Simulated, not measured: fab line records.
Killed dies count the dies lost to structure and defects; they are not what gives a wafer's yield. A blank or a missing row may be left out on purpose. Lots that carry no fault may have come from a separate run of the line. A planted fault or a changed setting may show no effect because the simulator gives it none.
A struck lot beside a sound one / flow sky130 / 19 out of 708 route steps
Sound: the wafers L883.1, L883.4, L883.5. The struck wafers were L889.1, L889.5, L889.6. The cause is named last.
Each step with rows lists, per side, the tool, then ch with its chambers, then its first start. Under that, the readings that differ: sound wafers / struck wafers / difference of the means / sigmas: that difference in standard deviations of wafers without a fault.
alike: words and numbers the same on both sides, and readings whose means are apart by under 2 such deviations; not compared: readings that were withheld, readings missing a value for some wafer, numbers with overlapping values and no deviation given by the record, and bounds like >300 which may hide the same value.
A row with sigmas, a row that says differs or no value, or rows on one side alone: a step with any of these is where the two part. Non-overlapping numbers with no deviation appear without sigmas and do not part them. A reading that every wafer of one side lacks parts them only if that side has two wafers or more.

first, 6 steps without rows for these wafers: SKY_RES_XHIGH_COAT_02 (resist thk 1140 nm); SKY_RES_XHIGH_SOFTBAKE_03 (time 60 s); SKY_RES_XHIGH_EXPOSE_04 (exposes mask URPM, target cd 1270 nm); SKY_RES_XHIGH_PEB_05; SKY_RES_XHIGH_DEVELOP_06 (develop time 60 s); SKY_RES_XHIGH_IMPLANT_07.
SKY_RES_XHIGH_STRIP_08: strips in O2/N2.
  sound on plasma_asher-03 ch 1, day 28 04:56; struck on plasma_asher-04 ch 0,1, day 29 07:09
  alike: drypump_motor_current_A, oes_product_au, strip_time_to_endpoint_s
  not compared: rf_hours_counter_h
SKY_RES_XHIGH_TW_MEAS_09:
  struck on film_metro-03, day 29 07:15; sound on film_metro-03, day 28 05:02
  alike: RES_XHIGH_TW
then, 4 steps without rows for these wafers: SKY_SD_N_DEHYDRATE_00 (time 60 s); SKY_SD_N_HMDS_01 (prime time 60 s); SKY_SD_N_COAT_02 (resist thk 1140 nm); SKY_SD_N_SOFTBAKE_03 (time 60 s).
SKY_SD_N_EXPOSE_04: exposes mask NSDM, target cd 380 nm.
  sound on iline_stepper-02 ch 0, day 28 18:50; struck on iline_stepper-02 ch 0, day 29 20:35
reading=model.SD_N.overlay_x_nm (nm); sound=0.06271 0.06271 0.06271; struck=-65.43 -65.43 -65.43; difference=-65.49; sigmas=
  alike: mask
then, 2 steps without rows for these wafers: SKY_SD_N_PEB_05; SKY_SD_N_DEVELOP_06 (develop time 60 s).
SKY_SD_N_CD_MEAS_07 targets a cd of 380 nm.
  struck on cd_sem-01, day 30 10:16; sound on cd_sem-01, day 29 09:02
  alike: cd_nm
SKY_SD_N_OVL_MEAS_08:
  struck on overlay-02, day 30 10:23; sound on overlay-01, day 29 09:10
reading=SD_N_OVL (nm); sound=1.1 -0.1 0.9; struck=-66.3 -65.6 -67.1; difference=-67.0; sigmas=-45
after that, 1 step had no rows for these wafers: SKY_SD_N_IMPLANT_09.
SKY_PAD_OPEN_PROBE_99:
  the record holds rows for the sound wafers here (prober-02, day 47 03:58) but none for the struck ones

WHERE THEY PART
At SKY_SD_N_OVL_MEAS_08 first; at SKY_PAD_OPEN_PROBE_99 last (within this record only).

WHY: whatever the simulator had introduced
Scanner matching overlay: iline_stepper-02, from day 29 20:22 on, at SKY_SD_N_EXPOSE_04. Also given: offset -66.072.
